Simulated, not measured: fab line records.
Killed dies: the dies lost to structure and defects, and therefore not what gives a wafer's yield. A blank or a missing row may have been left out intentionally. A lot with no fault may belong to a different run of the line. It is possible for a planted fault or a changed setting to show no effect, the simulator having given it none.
Which tool did it? | flow sky130 | at 1 step of a route of 708, 7 lots with 21 wafers sampled

== WHAT THE GAUGES READ, wafer by wafer ==
SKY_LI_CONTACT_OVL_MEAS_13.
lot  | measured     | on         | LI_CONTACT_OVL (nm)
L172 | day 29 10:22 | overlay-01 | -4 -3 4
L176 | day 30 22:48 | overlay-02 | -7 -6 -13
L178 | day 31 11:55 | overlay-02 | 4 3 13
L189 | day 35 08:46 | overlay-02 | 0 -11 -6
L190 | day 35 19:52 | overlay-01 | -3 -11 -9
L192 | day 36 03:09 | overlay-01 | -18 0 -1
L194 | day 36 13:46 | overlay-01 | 1 -4 -3

== EACH LOT AND THE TOOL THAT RAN IT (in order: tool; ch and the chambers of the sampled wafers; start) ==
No process step before these readings appears in the record.

== THE ANSWER, worked out from the rows above alone ==
Rule: the usual values come from the lots themselves. Put in order of their means at a reading, lots are off if they are a third of the lots or fewer, leave a main group of 4 or more, and stand apart from it by a gap of 3 or more times the standard deviation of the main group's means; of several such gaps the widest counts. The tables above print the reading to a certain number of digits; a main group whose means all agree to those digits is not used. A lot without any number at a reading at which 4 lots or more have one is off too. Any other lot the step has rows for is counted as sound.
No lot is off at any reading shown: from this, nothing can be told.

== WHAT THE SIMULATOR HAD INSERTED ==
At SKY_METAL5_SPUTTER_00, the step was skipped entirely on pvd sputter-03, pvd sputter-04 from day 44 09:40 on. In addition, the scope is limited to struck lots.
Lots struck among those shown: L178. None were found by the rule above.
